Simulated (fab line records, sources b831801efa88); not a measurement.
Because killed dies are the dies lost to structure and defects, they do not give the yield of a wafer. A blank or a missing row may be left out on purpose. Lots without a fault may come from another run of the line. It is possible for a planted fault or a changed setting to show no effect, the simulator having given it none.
2 desks looking at one fault -- flow sky130 -- only its own numbers are on each desk; what lay behind them is given at the end

## AT THE METROLOGY DESK
What the gauges read, lot by lot, whatever tool the lot ran on: means of the sampled wafers that have a number. If a lot's mean is further than 4 standard deviations from the usual mean, the lot is out of limits and carries the mark OUT (the distance appears in the brackets).
Columns: A = cd-nm at SKY_FIELD_ISO_CD_MEAS_13, usual 149.6 nm
lot,first seen here,A
L684,day 2 09:56,148.5
L686,day 2 20:23,150.6
L690,day 3 18:53,148.9
L691,day 3 22:12,150.0
L692,day 4 03:53,149.1
L698,day 5 12:43,148.3
L699,day 5 18:15,148.6
Finding of this desk: none of the 7 lots has anything out of limits.

## FOR THE TOOL OWNER'S DESK: rie-si-01
The tool's own readings at SKY_FIELD_ISO_ETCH_17 (etches Si in HBr/Cl2/O2, target depth 342 nm, time 97.7 s): means of the sampled wafers that have a number, for each lot that ran on this tool. If a lot's mean is further than 4 standard deviations from the usual mean, the lot is out of limits and carries the mark OUT (the distance appears in the brackets).
Columns: A = drypump-motor-current-A at SKY_FIELD_ISO_ETCH_17, usual 5.5 A; B = oes-product-au at SKY_FIELD_ISO_ETCH_17, usual 1.002 a.u.; C = run-length-s at SKY_FIELD_ISO_ETCH_17, usual 126.0 s; D = throttle-valve-pct at SKY_FIELD_ISO_ETCH_17, usual 25.654 %
lot,first seen here,A,B,C,D
L686,day 2 20:41,6.1,0.999,126.0,25.653
L690,day 3 19:11,5.2,0.992,122.7 (-7.6) OUT,25.656
L691,day 3 22:29,5.8,1.000,120.5 (-12) OUT,25.664
L692,day 4 04:10,6.5,1.002,120.7 (-12) OUT,25.665
This desk's finding: out of limits on L690, L691, L692; first on L690, day 3 19:11 (run-length-s at SKY_FIELD_ISO_ETCH_17). In limits: L686.

## ALL TOGETHER
The tool owner's desk had the chance to raise an alarm at day 3 19:11 on L690, L691, L692.
Nothing out of limits was seen by the metrology desk.
The metrology desk holds a record of L690, L691, L692, inside its limits.
Of the lots named, all ran SKY_FIELD_ISO_ETCH_17 on rie-si-01.

## WHAT WAS PUT IN BY THE SIMULATOR
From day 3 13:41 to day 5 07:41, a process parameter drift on rie-si-01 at SKY_FIELD_ISO_ETCH_17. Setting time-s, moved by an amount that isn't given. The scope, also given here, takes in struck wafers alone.
Lots struck among those shown: L690, L691, L692.
Each desk's first reading out of limits, in hours after the fault started: the tool owner's desk, 6.
